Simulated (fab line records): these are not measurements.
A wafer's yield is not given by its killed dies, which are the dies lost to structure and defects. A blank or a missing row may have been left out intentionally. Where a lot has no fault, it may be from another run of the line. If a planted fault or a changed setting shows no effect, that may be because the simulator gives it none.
Chamber matching / flow sky130 / SKY_LI_CONTACT_CMP_24 on cmp-01 has 4 sister chambers
The step polishes, stops on PSG, t overpolish 20 s, target thk 0 nm. 7 wafers are shown with their chamber, then 7 later ones without.

## WAFERS WITH THEIR CHAMBER
wafer=L828.6; chamber=3; motor-current-A (A)=12.3; overpolish-run-s (s)=19.991
wafer=L830.3; chamber=2; motor-current-A (A)=11.1; overpolish-run-s (s)=19.996
wafer=L832.1; chamber=0; motor-current-A (A)=9.7; overpolish-run-s (s)=20.010
wafer=L832.5; chamber=0; motor-current-A (A)=10.1; overpolish-run-s (s)=19.998
wafer=L832.6; chamber=1; motor-current-A (A)=10.2; overpolish-run-s (s)=20.013
wafer=L835.2; chamber=2; motor-current-A (A)=11.0; overpolish-run-s (s)=19.994
wafer=L835.3; chamber=3; motor-current-A (A)=12.0; overpolish-run-s (s)=20.005

## WAFERS WITHOUT THEIR CHAMBER
wafer=L835.6; motor-current-A (A)=10.1; overpolish-run-s (s)=20.004
wafer=L837.2; motor-current-A (A)=11.9; overpolish-run-s (s)=19.993
wafer=L837.3; motor-current-A (A)=11.0; overpolish-run-s (s)=19.989
wafer=L837.4; motor-current-A (A)=11.6; overpolish-run-s (s)=20.010
wafer=L843.3; motor-current-A (A)=11.6; overpolish-run-s (s)=20.008
wafer=L843.4; motor-current-A (A)=9.7; overpolish-run-s (s)=19.996
wafer=L843.5; motor-current-A (A)=9.3; overpolish-run-s (s)=20.010

## EACH ONE'S CHAMBER
wafer=L835.6; from the rows above=can't be placed: 0 or 1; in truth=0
wafer=L837.2; from the rows above=3; in truth=3
wafer=L837.3; from the rows above=2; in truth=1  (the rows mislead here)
wafer=L837.4; from the rows above=can't be placed: 3 or 2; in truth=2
wafer=L843.3; from the rows above=can't be placed: 3 or 2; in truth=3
wafer=L843.4; from the rows above=can't be placed: 0 or 1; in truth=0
wafer=L843.5; from the rows above=can't be placed: 0 or 1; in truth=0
Correctly placed: 1 of 7. Cannot be placed on the basis of these rows: 5; the candidates contain the true chamber in 5. 1 placed wrongly.
How it was worked out, from the rows above alone: a wafer's distance from a chamber is the root of the sum, over the readings, of the square of ((its reading less the chamber's mean) divided by the reading's scatter). If the next closest chamber is less than 2 further off than the closest, the wafer can't be placed; otherwise it belongs to the closest. A chamber's mean is the mean of its shown wafers. How the scatter is found: for the shown wafers, subtract from each reading the mean of its chamber, square and add these, divide the total by (wafers less chambers), then take the root.
